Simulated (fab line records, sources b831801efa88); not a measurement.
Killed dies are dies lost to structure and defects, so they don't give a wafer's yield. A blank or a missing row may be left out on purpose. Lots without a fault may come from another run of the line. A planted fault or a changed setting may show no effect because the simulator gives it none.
Which tool did it? | flow gf180mcu | 7 lots, 21 wafers sampled, at 2 steps of a route of 602

WHAT THE GAUGES READ, wafer by wafer
GF_V5_OVL_MEAS_15.
lot  | measured     | on         | V5_OVL (nm)
L375 | day 28 02:22 | overlay-02 | -4 -3 -9
L380 | day 29 12:35 | overlay-02 | -7 -3 -6
L383 | day 30 07:59 | overlay-01 | 1 -3 -8
L388 | day 31 12:17 | overlay-02 | -9 -14 -13
L391 | day 32 07:11 | overlay-02 | -8 -6 -16
L394 | day 33 01:59 | overlay-02 | -4 -10 -6
L396 | day 33 09:44 | overlay-01 | -9 -8 -14

WHICH TOOL RAN EACH LOT (tool, then ch and the chambers of the sampled wafers, then the start)
lot  | GF_VT_IMPLANT_STRIP_42
L375 | plasma_asher-02 ch 0,1, day 7 23:20
L380 | plasma_asher-04 ch 0,1, day 9 13:53
L383 | plasma_asher-02 ch 0,1, day 10 07:53
L388 | plasma_asher-04 ch 0,1, day 11 15:53
L391 | plasma_asher-03 ch 0,1, day 12 12:02
L394 | plasma_asher-03 ch 0,1, day 13 08:10
L396 | plasma_asher-02 ch 0,1, day 13 18:52
- GF_VT_IMPLANT_STRIP_42: strips in O2/N2.

THE ANSWER, worked out from the rows above alone
Rule: what is usual is taken from the lots themselves. Put in order of their means at a reading, lots are off if they are a third of the lots or fewer, leave a main group of 4 or more, and stand apart from it by a gap of 3 or more times the standard deviation of the main group's means; of several such gaps the widest counts. A main group whose means are all the same, to the digits that the tables above print for the reading, isn't used. A lot without any number at a reading at which 4 lots or more have one is off too. The other lots that the step has rows for count as sound.
No lot is off at any reading shown: from this, nothing can be told.

WHAT THE SIMULATOR HAD PUT IN
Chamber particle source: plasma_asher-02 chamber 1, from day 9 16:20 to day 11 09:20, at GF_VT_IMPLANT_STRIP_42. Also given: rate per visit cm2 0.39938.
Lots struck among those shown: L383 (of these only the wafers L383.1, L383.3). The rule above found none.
